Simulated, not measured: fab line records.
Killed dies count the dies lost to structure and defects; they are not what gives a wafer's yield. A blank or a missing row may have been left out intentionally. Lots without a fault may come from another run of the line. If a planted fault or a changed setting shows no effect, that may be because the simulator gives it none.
2 desks looking at one fault :: flow gf180mcu :: each desk has only its own numbers; what lay behind them comes last

THE METROLOGY DESK
Lot by lot, what the gauges showed, no matter which tool ran the lot: averages of those sampled wafers that carry a number. The brackets show how far a lot's mean lies from the usual mean; more than 4 standard deviations puts the lot out of limits, marked OUT. Shown here are 7 of its 11 readings, the ones lying furthest out on some lot.
Columns: A = HV_LDD_CVD_56_THK at GF_HV_LDD_THK_MEAS_57, usual 89.8 nm; B = NSD_TW at GF_NSD_TW_MEAS_12, usual 4284; C = cd_nm at GF_PSD_CD_MEAS_07, usual 399.5 nm; D = PSD_OVL at GF_PSD_OVL_MEAS_08, usual 0.6 nm; E = PSD_TW at GF_PSD_TW_MEAS_11, usual 3203; F = SAB_CVD_00_THK at GF_SAB_THK_MEAS_01, usual 49.7 nm; G = cd_nm at GF_SAB_CD_MEAS_09, usual 420.3 nm
lot: L414
first seen here: day 12 22:29
A: 90.8
B: 4310
C: 401.3
D: 0.9
E: 3175
F: 50.8
G: 421.6

lot: L417
first seen here: day 14 03:32
A: 88.0
B: 4323
C: 397.0
D: 1.3
E: 3212
F: 49.2
G: 416.5

lot: L421
first seen here: day 15 14:14
A: 89.3
B: 4296
C: 395.3
D: 0.6
E: 3230
F: 49.2
G: 419.8

lot: L424
first seen here: day 16 16:46
A: 88.9
B: 4315
C: 398.2
D: -0.2
E: 3184
F: 49.5
G: 417.9

lot: L432
first seen here: day 19 05:08
A: 90.3
B: 4281
C: 400.2
D: 0.3
E: 3188
F: 50.2
G: 420.9

lot: L435
first seen here: day 20 13:42
A: 90.5
B: 4266
C: 398.1
D: 2.9
E: 3210
F: 49.7
G: 419.3
Finding of this desk: none of the 6 lots has anything out of limits.

DESK OF THE TOOL OWNER: implanter-03
GF_NSD_IMPLANT_09, tool's own readings: per-lot mean of the sampled wafers with a number, covering each lot this tool ran. The brackets show how far a lot's mean lies from the usual mean; more than 4 standard deviations puts the lot out of limits, marked OUT.
Columns: A = faraday_current_uA at GF_NSD_IMPLANT_09, usual 12610
lot: L421
first seen here: day 16 12:57
A: 12831

lot: L432
first seen here: day 20 05:15
A: 12492

lot: L435
first seen here: day 21 13:40
A: 12632
Finding of this desk: none of the 3 lots has anything out of limits.

TAKEN TOGETHER
At the metrology desk, nothing out of limits was observed.
The desk of the tool owner found nothing out of limits.

WHAT THE SIMULATOR HAD INSERTED
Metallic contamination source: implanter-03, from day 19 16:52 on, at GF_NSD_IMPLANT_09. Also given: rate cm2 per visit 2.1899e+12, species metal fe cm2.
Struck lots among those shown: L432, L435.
